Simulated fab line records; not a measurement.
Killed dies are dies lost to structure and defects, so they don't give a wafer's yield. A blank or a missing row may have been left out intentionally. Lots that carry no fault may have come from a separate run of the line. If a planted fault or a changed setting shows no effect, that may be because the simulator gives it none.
A struck lot beside a sound one -- flow sky130 -- 17 steps out of a route of 708
Sound: wafers L507.4, L507.5, L507.6. Wafers struck: L520.3, L520.5, L520.6. At the end, the cause is stated.
Order at every step that has rows: each side's tool, ch and its chambers, its first start. Under that, the readings that differ: sound wafers -- struck wafers -- difference of the means -- sigmas: that difference in standard deviations of wafers without a fault.
alike: readings whose means differ by less than 2 such deviations, and words and numbers that are the same on both sides. not compared: withheld readings, readings that some wafer has no value for, bounds like >300 that may hide the same value, and numbers for which the record gives no deviation and whose values overlap.
Wherever a step has rows on one side only, a row that says differs or no value, or a row with sigmas, the two part there. Non-overlapping numbers with no deviation appear without sigmas and do not part them. Lack of a reading on every wafer of one side parts them only where that side has two or more wafers.

first, 5 steps without rows for these wafers: SKY_SD_N_COAT_02 (resist thk 1140 nm); SKY_SD_N_SOFTBAKE_03 (time 60 s); SKY_SD_N_EXPOSE_04 (exposes mask NSDM, target cd 380 nm); SKY_SD_N_PEB_05; SKY_SD_N_DEVELOP_06 (develop time 60 s).
SKY_SD_N_CD_MEAS_07 targets a cd of 380 nm.
  sound: cdSem-01 at day 28 08:20; struck: cdSem-02 at day 33 01:02
  alike: cdNm
SKY_SD_N_OVL_MEAS_08:
  sound: overlay-02 at day 28 08:25; struck: overlay-01 at day 33 01:08
  alike: SD_N_OVL
then, 2 steps without rows for these wafers: SKY_SD_N_IMPLANT_09; SKY_SD_N_IMPLANT_10.
SKY_SD_N_STRIP_11: strips in O2/N2.
  sound on plasmaAsher-02 ch 0,1, day 28 08:46; struck on plasmaAsher-03 ch 0,1, day 33 01:29
reading,sound,struck,difference,sigmas
drypumpMotorCurrentA (A),6.3 5.4 6.4,5.2 5.4 5.3,-0.7,-2
  alike: oesProductAu, stripTimeToEndpointS
  not compared: rfHoursCounterH
SKY_SD_N_TW_MEAS_12:
  sound: filmMetro-02 at day 28 08:52; struck: filmMetro-01 at day 33 01:35
  alike: SD_N_TW
then, 1 step without rows for these wafers: SKY_SD_N_CLEAN_13 (cleans in SC1/SC2, time 150 s).
SKY_SD_N_RTA_14: time 2 s.
  sound on rtpAnneal-02 ch 0, day 28 08:59; struck on rtpAnneal-02 ch 0, day 33 01:41
reading,sound,struck,difference,sigmas
lampPowerPct (%),15.68 15.64 15.79,14.75 14.61 14.71,-1.01,-20
  alike: wafer_temp_C_max
SKY_SD_N_RS_MEAS_16: a four-point-probe measurement.
  sound: filmMetro-01 at day 28 09:11; struck: filmMetro-02 at day 33 01:53
reading,sound,struck,difference,sigmas
SD_N_RS (ohm/sq),68.49 68.54 68.48,73.56 73.63 73.65,+5.11,+51
SKY_SD_N_RS_MEAS_17: a four-point-probe measurement.
  sound: filmMetro-01 at day 28 09:19; struck: filmMetro-02 at day 33 02:01
reading,sound,struck,difference,sigmas
SD_P_RS (ohm/sq),146.5 147.4 147.0,176.6 176.9 176.5,+29.7,+96
SKY_SD_N_RS_MEAS_18: a four-point-probe measurement.
  sound: filmMetro-01 at day 28 09:26; struck: filmMetro-02 at day 33 02:08
  alike: RES_XHIGH_RS
-- record jumps: 16 days separate the struck wafers' starts on either side; left off in module SD_N, taken up again in module PAD_OPEN, whose first shown step is the route's number 708 --
SKY_PAD_OPEN_PROBE_99:
  sound: prober-02 at day 46 03:12; struck: prober-02 at day 49 13:53
reading,sound,struck,difference,sigmas
model.etest.resXhighPo.lineOhmUm,5726 5796 5795,8210 8523 7870,+2429,
model.etest.resXhighPo.rsOhmSq,1994 2010 1991,2874 2939 2700,+839,
model.etest.pfet_01v8.rOnOhmUm,2888 2848 2838,3248 3256 3193,+374,
model.etest.tipP.rsOhmSq,6954 6989 6971,7267 7324 7295,+324,
model.etest.resPdiff.lineOhmUm,1390 1387 1396,1650 1658 1626,+254,
model.etest.resHighPo.lineOhmUm,731.9 750.2 743.3,991.9 1021 960,+249.2,
model.etest.liconHighPo.rcOhm,344.8 357.6 360.4,540.7 559.8 530.8,+189.5,
model.etest.pfetG5v0d10v5.rOnOhmUm,4757 4707 4729,4912 4924 4816,+153,
  alike: killed_at_M0_to_M3, killed_at_M4_up, killedAtContacts, killedAtFrontEnd, killedAtOther, killedDies, killedOnRim, killedOpen, killedShort

WHERE THEY PART
Earliest at SKY_SD_N_STRIP_11; latest, in this record, at SKY_SD_N_RS_MEAS_17. Later steps at which nothing parts them and some readings are alike: SKY_SD_N_RS_MEAS_18, SKY_PAD_OPEN_PROBE_99.

WHY: what the simulator had put in
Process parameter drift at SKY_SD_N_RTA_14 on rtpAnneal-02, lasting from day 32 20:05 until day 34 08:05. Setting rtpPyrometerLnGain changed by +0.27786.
